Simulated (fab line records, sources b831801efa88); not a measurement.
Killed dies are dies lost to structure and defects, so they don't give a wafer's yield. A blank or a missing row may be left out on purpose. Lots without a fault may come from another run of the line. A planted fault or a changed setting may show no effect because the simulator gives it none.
Problem report in the 8D (eight disciplines) form, filled by code | flow gf180mcu | the parts of the form that need people (team, actions taken, sign-off) are left out

1. THE PROBLEM
cd_nm at GF_M4_CD_MEAS_14 reads a mean of 272.4 nm on 6 wafers of 2 lots; wafers without a fault read 280.3 nm with a standard deviation of 1.1. That is -7.1 standard deviations from the usual mean.
The step: target cd 280 nm.
First seen on wafer L652.2, day 25 15:18, on cd_sem-02. The record holds 36 wafers of 12 lots with a number at this step. Rule for "out", or "out of limits": more than 4 standard deviations from the usual mean. The other wafers with a number count as sound.

2. WHAT IT IS AND WHAT IT IS NOT
question                    | is                     | is not
which readings at this step | cd_nm                  | -
which lots                  | L652, L653             | L648, L649, L650, L663, L664, L665, L666, L667, L668, L669
which wafers of those lots  | all that have a number | -
read on which gauges        | cd_sem-01, cd_sem-02   | -
when                        | from day 25 15:18      | up to then (9 sound wafers); but 21 sound wafers of L663, L664, L665, L666, L667, L668, L669 came after

3. SUSPECTS, AND WHAT RULES EACH OUT
Counting: a tool at a process step up to the reading stays a suspect if it ran every lot that is out and no sound lot after the first of them.
- the gauge at GF_M4_CD_MEAS_14: ruled out. The wafers that are out were read on 2 gauges (cd_sem-01, cd_sem-02).
- cvd_w-02 at GF_V2_CVD_23 (deposits W, target thk 350 nm, time 104.94 s): ruled out as a lasting fault. Sound lots L663, L666, L668 ran on it after its first lot that is out, L652 (day 22 17:19).
- litho_track-02 at GF_M4_PEB_12 (peb time 90 s): ruled out as a lasting fault. Sound lots L663, L664, L667, L668, L669 ran on it after its first lot that is out, L652 (day 25 14:58).
Left after counting: nothing in the record.

4. THE CAUSE (what the simulator had put in)
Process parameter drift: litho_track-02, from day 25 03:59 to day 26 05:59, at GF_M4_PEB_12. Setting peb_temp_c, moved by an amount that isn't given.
Counting ruled it out, wrongly: the rule takes a fault to strike every lot that its tool runs from its start on, and this one did not.

5. THE CHAIN OF EFFECTS, in route order
Each row: a reading whose mean over the struck wafers that have a number lies more than 3 standard deviations from the usual. Only readings for which the record gives a usual standard deviation are gone through. hours: the time from each lot's start at the first step in this table that gives one to its start at this step, as a median over the lots. sigmas: the change in usual standard deviations.
hours | step             | reading              | usual    | on struck wafers | change | sigmas
0     | GF_M4_PEB_12     | heater_power_total_W | 85.70 W  | 88.45            | +2.75  | +36
0     | GF_M4_PEB_12     | plate_temp_C         | 135.02 C | 138.41           | +3.39  | +21
0     | GF_M4_CD_MEAS_14 | cd_nm                | 280.3 nm | 272.4            | -7.9   | -7.1
The process steps in it:
- GF_M4_PEB_12: peb time 90 s.

6. WHAT WOULD HAVE CAUGHT IT SOONER
In this record the first reading out of limits at a measuring or inspecting step was taken at day 25 15:18, 11 hours after the fault began at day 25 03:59.
The tool's own readings at GF_M4_PEB_12 were out on every struck wafer that the step has a row for (heater_power_total_W, plate_temp_C): an alarm limit on them would have fired on the first of those.
